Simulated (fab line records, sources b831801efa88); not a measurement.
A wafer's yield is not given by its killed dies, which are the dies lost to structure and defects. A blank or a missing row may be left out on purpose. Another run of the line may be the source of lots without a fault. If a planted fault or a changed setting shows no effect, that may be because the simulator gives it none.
Matching of chambers || flow sky130 || 3 sister chambers for SKY_VIA3_HDPCVD_00 on hdpcvd-01
The step deposits SiO2, target thk 1635 nm, time 272.5 s. 14 wafers are shown with their chamber, then 7 later ones without.

## WAFERS, EACH WITH ITS CHAMBER
{"wafer": "L875.3", "chamber": 0, "runLengthS (s)": 300.6, "susceptorTempC (C)": 399.88}
{"wafer": "L875.4", "chamber": 1, "runLengthS (s)": 300.3, "susceptorTempC (C)": 400.28}
{"wafer": "L875.5", "chamber": 0, "runLengthS (s)": 301.5, "susceptorTempC (C)": 400.05}
{"wafer": "L876.1", "chamber": 0, "runLengthS (s)": 300.5, "susceptorTempC (C)": 400.19}
{"wafer": "L876.2", "chamber": 2, "runLengthS (s)": 300.3, "susceptorTempC (C)": 399.80}
{"wafer": "L876.5", "chamber": 1, "runLengthS (s)": 300.4, "susceptorTempC (C)": 399.68}
{"wafer": "L877.1", "chamber": 1, "runLengthS (s)": 300.6, "susceptorTempC (C)": 400.00}
{"wafer": "L881.2", "chamber": 0, "runLengthS (s)": 300.6, "susceptorTempC (C)": 399.93}
{"wafer": "L881.5", "chamber": 2, "runLengthS (s)": 300.3, "susceptorTempC (C)": 400.18}
{"wafer": "L892.2", "chamber": 2, "runLengthS (s)": 300.5, "susceptorTempC (C)": 400.23}
{"wafer": "L892.5", "chamber": 1, "runLengthS (s)": 300.7, "susceptorTempC (C)": 400.12}
{"wafer": "L892.6", "chamber": 2, "runLengthS (s)": 300.7, "susceptorTempC (C)": 400.44}
{"wafer": "L891.3", "chamber": 2, "runLengthS (s)": 300.3, "susceptorTempC (C)": 399.77}
{"wafer": "L891.4", "chamber": 1, "runLengthS (s)": 300.1, "susceptorTempC (C)": 399.64}

SIGNATURES, as means of the wafers listed above
{"reading": "runLengthS", "chamber 0": 300.800, "chamber 1": 300.420, "chamber 2": 300.420, "scatter within a chamber": 0.304}
{"reading": "susceptorTempC", "chamber 0": 400.0125, "chamber 1": 399.9440, "chamber 2": 400.0840, "scatter within a chamber": 0.253}
Rule: a wafer's distance from a chamber is the root of the sum, over the readings, of the square of ((its reading less the chamber's mean) divided by the reading's scatter). If the next closest chamber is less than 2 further off than the closest, the wafer can't be placed; otherwise it belongs to the closest. The scatter: take each reading less its chamber's mean, square it, sum over the shown wafers, divide by the number of wafers less the number of chambers, and take the root.

## WAFERS WHOSE CHAMBER IS MISSING
{"wafer": "L891.5", "runLengthS (s)": 300.1, "susceptorTempC (C)": 399.84}
{"wafer": "L894.1", "runLengthS (s)": 300.7, "susceptorTempC (C)": 400.19}
{"wafer": "L894.4", "runLengthS (s)": 300.6, "susceptorTempC (C)": 400.19}
{"wafer": "L894.5", "runLengthS (s)": 300.8, "susceptorTempC (C)": 400.26}
{"wafer": "L896.3", "runLengthS (s)": 300.3, "susceptorTempC (C)": 399.94}
{"wafer": "L896.5", "runLengthS (s)": 301.1, "susceptorTempC (C)": 400.28}
{"wafer": "L896.6", "runLengthS (s)": 301.2, "susceptorTempC (C)": 399.99}

## WHICH CHAMBER EACH WENT THROUGH
{"wafer": "L891.5", "from the rows above": "can't be placed: 1 or 2 or 0", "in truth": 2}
{"wafer": "L894.1", "from the rows above": "can't be placed: 0 or 2 or 1", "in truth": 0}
{"wafer": "L894.4", "from the rows above": "can't be placed: 2 or 0 or 1", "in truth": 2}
{"wafer": "L894.5", "from the rows above": "can't be placed: 0 or 2 or 1", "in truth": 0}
{"wafer": "L896.3", "from the rows above": "can't be placed: 1 or 2 or 0", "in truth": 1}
{"wafer": "L896.5", "from the rows above": "can't be placed: 0 or 2 or 1", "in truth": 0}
{"wafer": "L896.6", "from the rows above": "can't be placed: 0 or 1 or 2", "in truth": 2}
Correctly placed: 0 of 7. Unplaceable from these rows: 7, with the true chamber sitting among the candidates in 7. Number placed wrongly: 0.
